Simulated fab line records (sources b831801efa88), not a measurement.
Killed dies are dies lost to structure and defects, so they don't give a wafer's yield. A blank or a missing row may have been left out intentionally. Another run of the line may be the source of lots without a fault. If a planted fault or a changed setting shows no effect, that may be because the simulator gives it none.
fab line records -- flow gf180mcu
[record] lots = 7, wafers = 21, lastDay = 34
route steps=602 shown V4@477
lots with no fault: from the same line, run without faults
startH: start of the lot's first displayed wafer, in hours after the record's first day -- waitH: hours from the lot's prior step to this one -- " the same as in the row above -- L1.1+2: one row covering several wafers at once -- - no value present, or no start provided -- * or withheld: withheld -- < > ~ a bound
route shown NAME@n: names a module that has steps shown in the file, with the first one's number in the route -- usual: mean/standard deviation of fault-free wafers -- same: alike in all rows -- chamber/n: place in a boat -- sites: each site's reading -- _std_site: the standard deviation of these -- _edge_site: outer sites' mean less inner sites' -- radiusMm: for every site, how far away it sits from the centre of the wafer -- mask NAME#n: copy n -- behind: the last tool/chamber to shape the wafer -- hold: cause of the lot's hold/its duration in hours/its outcome -- device: names the non-switching transistor (n, p or np) -- end of line: tests of these same wafers at the route's end -- where a step has no rows: the recipe by itself -- killed: at the first sort, the dies lost to defects and structure; wafer yield is something else -- map: shows each die of a wafer: x if killed, . if not, _ if none is there
set.NAME: the setting the step ran with; set.NAME@STEP: the setting that earlier step ran with -- model.NAME: the simulator's own value behind a step, which no gauge read
lots at some steps of the route; a table a step, a row a wafer
services: a tool's chamber out of use, with start hour (startH, from the record's first day; less than 0 if before it), hours out, and reason
[[steps]]
[step GF_V4_THK_MEAS_01]
[recipe] reads = SiO2_of_V4_CVD_00
[usual] V4_CVD_00_THK = 597/6.9
lot.wafer,tool,chamber,startH,waitH,V4_CVD_00_THK[nm]
L633.2,filmMetro-02,-,556.50,0.0,597
L633.3,filmMetro-02,-,556.50,0.0,598
L633.6,filmMetro-02,-,556.50,0.0,606
L639.2,filmMetro-01,-,614.66,0.0,602
L639.3,filmMetro-01,-,614.66,0.0,600
L639.6,filmMetro-01,-,614.66,0.0,600
L646.1,filmMetro-02,-,662.64,0.0,592
L646.3,filmMetro-02,-,662.64,0.0,584
L646.4,filmMetro-02,-,662.64,0.0,585
L647.3,filmMetro-01,-,671.61,0.1,598
L647.4,filmMetro-01,-,671.61,0.1,589
L647.5,filmMetro-01,-,671.61,0.1,597
L648.1,filmMetro-02,-,676.90,0.0,590
L648.2,filmMetro-02,-,676.90,0.0,595
L648.5,filmMetro-02,-,676.90,0.0,591
L649.2,filmMetro-02,-,681.27,0.0,599
L649.4,filmMetro-02,-,681.27,0.0,595
L649.6,filmMetro-02,-,681.27,0.0,598
L654.1,filmMetro-03,-,718.04,0.0,603
L654.3,filmMetro-03,-,718.04,0.0,613
L654.4,filmMetro-03,-,718.04,0.0,607
[step GF_V4_CVD_02]
[recipe] material = SiO2, targetThkNm = 850, precursor = TEOS, tempC = 400, timeS = 94.851, rfW = 600
[usual] heaterPowerW = 555/100
lot.wafer,tool,chamber,startH,waitH,heaterPowerW
L633.2,pecvd-01,0,556.55,0.0,733
L633.3,pecvd-01,1,556.55,0.0,520
L633.6,pecvd-01,0,556.55,0.0,820
L639.2,pecvd-02,1,614.71,0.0,372
L639.3,pecvd-02,0,614.71,0.0,575
L639.6,pecvd-02,2,614.71,0.0,617
L646.1,pecvd-02,2,662.70,0.1,552
L646.3,pecvd-02,1,662.70,0.1,447
L646.4,pecvd-02,1,662.70,0.1,341
L647.3,pecvd-01,1,671.65,0.0,554
L647.4,pecvd-01,1,671.65,0.0,585
L647.5,pecvd-01,0,671.65,0.0,762
L648.1,pecvd-02,1,676.96,0.1,404
L648.2,pecvd-02,2,676.96,0.1,587
L648.5,pecvd-02,2,676.96,0.1,611
L649.2,pecvd-01,2,681.32,0.0,602
L649.4,pecvd-01,0,681.32,0.0,643
L649.6,pecvd-01,2,681.32,0.0,617
L654.1,pecvd-03,0,718.10,0.1,425
L654.3,pecvd-03,1,718.10,0.1,553
L654.4,pecvd-03,1,718.10,0.1,611
[step GF_V4_THK_MEAS_03]
[recipe] reads = SiO2_of_V4_CVD_02
[usual] V4_CVD_02_THK = 852/13
lot.wafer,tool,chamber,startH,waitH,V4_CVD_02_THK[nm]
L633.2,filmMetro-01,-,556.66,0.1,852
L633.3,filmMetro-01,-,556.66,0.1,848
L633.6,filmMetro-01,-,556.66,0.1,857
L639.2,filmMetro-01,-,614.79,0.0,837
L639.3,filmMetro-01,-,614.79,0.0,839
L639.6,filmMetro-01,-,614.79,0.0,850
L646.1,filmMetro-03,-,662.77,0.0,846
L646.3,filmMetro-03,-,662.77,0.0,844
L646.4,filmMetro-03,-,662.77,0.0,878
L647.3,filmMetro-01,-,671.74,0.1,828
L647.4,filmMetro-01,-,671.74,0.1,856
L647.5,filmMetro-01,-,671.74,0.1,858
L648.1,filmMetro-01,-,677.03,0.0,855
L648.2,filmMetro-01,-,677.03,0.0,862
L648.5,filmMetro-01,-,677.03,0.0,882
L649.2,filmMetro-01,-,681.40,0.0,860
L649.4,filmMetro-01,-,681.40,0.0,871
L649.6,filmMetro-01,-,681.40,0.0,863
L654.1,filmMetro-03,-,718.17,0.0,813
L654.3,filmMetro-03,-,718.17,0.0,809
L654.4,filmMetro-03,-,718.17,0.0,833
[step GF_V4_CMP_04]
[recipe] material = SiO2, downForcePsi = 4, platenRpm = 60, padVelocityMS = 0.94248
[usual] motorCurrentA = 11.9/0.83, timeToEndpointS = 82/6.9
lot.wafer,tool,chamber,startH,waitH,motorCurrentA,timeToEndpointS
L633.3,cmp-02,2,556.76,0.1,11.4,83
L633.2,cmp-02,3,556.76,0.1,13.3,73
L633.6,cmp-02,2,556.76,0.1,11.9,82
L639.2,cmp-01,1,614.84,0.0,12.1,74
L639.3,cmp-01,0,614.84,0.0,11.8,79
L639.6,cmp-01,2,614.84,0.0,11.4,86
L646.3,cmp-02,3,662.83,0.0,13.1,69
L646.1,cmp-02,1,662.83,0.0,10.6,86
L646.4,cmp-02,2,662.83,0.0,11.3,90
L647.3,cmp-02,1,671.78,0.0,10.8,79
L647.4,cmp-02,2,671.78,0.0,11.3,85
L647.5,cmp-02,2,671.78,0.0,11.9,85
L648.1,cmp-01,2,677.14,0.1,11.8,86
L648.2,cmp-01,3,677.14,0.1,12.9,87
L648.5,cmp-01,1,677.14,0.1,12.2,96
L649.4,cmp-02,3,681.45,0.0,13.5,82
L649.2,cmp-02,0,681.45,0.0,11.7,85
L649.6,cmp-02,0,681.45,0.0,11.4,87
L654.3,cmp-01,2,718.28,0.1,11.9,69
L654.1,cmp-01,3,718.28,0.1,12.2,70
L654.4,cmp-01,0,718.28,0.1,11.3,83
[step GF_V4_BOW_MEAS_05]
[recipe] mode = bow
[usual] V4_BOW = 135/8.4
lot.wafer,tool,chamber,startH,waitH,V4_BOW[um]
L633.2,filmMetro-01,-,557.03,0.2,125
L633.3,filmMetro-01,-,557.03,0.2,118
L633.6,filmMetro-01,-,557.03,0.2,129
L639.2,filmMetro-02,-,615.16,0.3,133
L639.3,filmMetro-02,-,615.16,0.3,137
L639.6,filmMetro-02,-,615.16,0.3,136
L646.1,filmMetro-01,-,663.13,0.1,139
L646.3,filmMetro-01,-,663.13,0.1,137
L646.4,filmMetro-01,-,663.13,0.1,130
L647.3,filmMetro-03,-,672.12,0.3,142
L647.4,filmMetro-03,-,672.12,0.3,139
L647.5,filmMetro-03,-,672.12,0.3,137
L648.1,filmMetro-02,-,677.39,0.2,139
L648.2,filmMetro-02,-,677.39,0.2,150
L648.5,filmMetro-02,-,677.39,0.2,153
L649.2,filmMetro-03,-,681.77,0.2,127
L649.4,filmMetro-03,-,681.77,0.2,141
L649.6,filmMetro-03,-,681.77,0.2,126
L654.1,filmMetro-01,-,718.53,0.1,139
L654.3,filmMetro-01,-,718.53,0.1,144
L654.4,filmMetro-01,-,718.53,0.1,145
[step GF_V4_DEHYDRATE_06]
[recipe] tempC = 200, timeS = 60
[step GF_V4_HMDS_07]
[recipe] primeTimeS = 60, primeTempC = 120
[step GF_V4_COAT_08]
[recipe] resist = BARC, tempC = withheld, timeS = withheld, spinRpm = withheld, resistThkNm = withheld
[step GF_V4_COAT_09]
[recipe] resist = KrF, spinRpm = withheld, resistThkNm = 1000
[step GF_V4_SOFTBAKE_10]
[recipe] tempC = 130, timeS = 60, resist = KrF
[step GF_V4_EXPOSE_11]
[recipe] maskId = Via4, targetCdNm = 260, na = 0.68, sourceShape = conventional, sigmaOuter = 0.6, doseMj = 38
[step GF_V4_PEB_12]
[recipe] pebTempC = 135, pebTimeS = 90, resist = KrF
[step GF_V4_DEVELOP_13]
[recipe] developTimeS = 60, resist = KrF, devTempC = 21
[usual] chillPlateTempC = 22.99/0.096, developTimeS = 60/0
lot.wafer,tool,chamber,startH,waitH,chillPlateTempC,developTimeS,model.KrF_of_V4_COAT_09.thkNm
L633.2,lithoTrack-02,0,579.08,0.2,22.99,60,986.8
L633.3,lithoTrack-02,0,579.08,0.2,22.88,60,986.3
L633.6,lithoTrack-02,0,579.08,0.2,22.92,60,990.7
L639.2,lithoTrack-04,0,635.76,0.2,23.03,60,986.1
L639.3,lithoTrack-04,0,635.76,0.2,23.07,60,984.6
L639.6,lithoTrack-04,0,635.76,0.2,22.99,60,985
L646.1,lithoTrack-01,-,682.16,0.2,-,-,1001
L646.3,lithoTrack-01,-,682.16,0.2,-,-,1002
L646.4,lithoTrack-01,-,682.16,0.2,-,-,1000
L647.3,lithoTrack-02,-,690.80,0.1,-,-,1003
L647.4,lithoTrack-02,-,690.80,0.1,-,-,1006
L647.5,lithoTrack-02,-,690.80,0.1,-,-,1002
L648.1,lithoTrack-02,-,696.10,0.2,-,-,1003
L648.2,lithoTrack-02,-,696.10,0.2,-,-,1007
L648.5,lithoTrack-02,-,696.10,0.2,-,-,1005
L649.2,lithoTrack-01,0,700.69,0.2,22.95,60,982.3
L649.4,lithoTrack-01,0,700.69,0.2,23.01,60,985.7
L649.6,lithoTrack-01,0,700.69,0.2,23.07,60,984.3
L654.1,lithoTrack-04,0,736.38,0.2,22.76,60,988.3
L654.3,lithoTrack-04,0,736.38,0.2,22.82,60,990.4
L654.4,lithoTrack-04,0,736.38,0.2,22.89,60,989.2
[step GF_V4_CD_MEAS_14]
[recipe] targetCdNm = 260
[usual] cdNm = 259.7/1
lot.wafer,tool,chamber,startH,waitH,cdNm
L633.2,cdSem-02,-,579.22,0.1,259.1
L633.3,cdSem-02,-,579.22,0.1,259.8
L633.6,cdSem-02,-,579.22,0.1,259.7
L639.2,cdSem-01,-,635.90,0.1,260.5
L639.3,cdSem-01,-,635.90,0.1,259.7
L639.6,cdSem-01,-,635.90,0.1,260.0
L646.1,cdSem-02,-,682.31,0.1,-
L646.3,cdSem-02,-,682.31,0.1,-
L646.4,cdSem-02,-,682.31,0.1,-
L647.3,cdSem-01,-,690.94,0.1,-
L647.4,cdSem-01,-,690.94,0.1,-
L647.5,cdSem-01,-,690.94,0.1,-
L648.1,cdSem-02,-,696.25,0.1,-
L648.2,cdSem-02,-,696.25,0.1,-
L648.5,cdSem-02,-,696.25,0.1,-
L649.2,cdSem-01,-,700.83,0.1,259.7
L649.4,cdSem-01,-,700.83,0.1,259.5
L649.6,cdSem-01,-,700.83,0.1,259.1
L654.1,cdSem-02,-,736.53,0.1,258.7
L654.3,cdSem-02,-,736.53,0.1,257.8
L654.4,cdSem-02,-,736.53,0.1,258.1
[[services]]
tool,chamber,startH,hours,kind
cmp-01,-,535.45,1.3,repair
pecvd-03,-,536.41,14.6,pm
pecvd-01,2,553.50,16.8,repair
pecvd-02,0,567.81,12.8,repair
cmp-02,-,572.00,4.0,pm
cmp-02,-,576.00,-,consumableReplace:conditioner
cmp-02,-,576.00,-,consumableReplace:pad
pecvd-03,-,584.50,0.8,repair
pecvd-01,-,584.93,6.0,pm
pecvd-01,-,591.12,14.0,pm
pecvd-01,0,591.12,14.0,ventCycle
pecvd-01,1,591.12,14.0,ventCycle
pecvd-01,2,591.12,14.0,ventCycle
pecvd-01,0,605.12,-,clean
pecvd-01,1,605.12,-,clean
pecvd-01,2,605.12,-,clean
cmp-01,-,618.24,6.8,pm
pecvd-01,0,620.38,5.8,repair
pecvd-01,2,624.26,6.2,repair
cmp-02,-,635.04,4.7,pm
pecvd-03,-,638.18,1.4,repair
cmp-01,-,647.08,0.4,repair
cmp-02,-,667.26,4.5,repair
pecvd-02,1,726.80,12.0,repair
[[key]]
[firstSign] step = GF_V4_DEVELOP_13, reading = toolRecord, direction = missing
effect none on later readings
[modelEffect] step = GF_V4_DEVELOP_13, value = KrF_of_V4_COAT_09.thkNm, without = 988.2, struck = 1003
metAt GF_V4_DEVELOP_13
struckWafers L646.1,L646.3,L646.4,L647.3,L647.4,L647.5,L648.1,L648.2,L648.5
laterRowsLeftOut L646.1,L646.3,L646.4,L647.3,L647.4,L647.5,L648.1,L648.2,L648.5
sortLeftOut L646.1,L646.3,L646.4,L647.3,L647.4,L647.5,L648.1,L648.2,L648.5
onsetBetween 579.08 682.16
[fault] kind = skippedStepWhole, tool = lithoTrack-01,lithoTrack-02, chamber = -, onsetH = 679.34, steps = GF_V4_DEVELOP_13, scope = struckLotsOnly
// sortLeftOut: the simulated sort isn't trusted on such a fault, so these wafers' sort isn't shown, and their yield isn't known
// laterRowsLeftOut: the simulator's readings of these wafers behind a module that went badly wrong aren't trusted and aren't shown, but for the sort
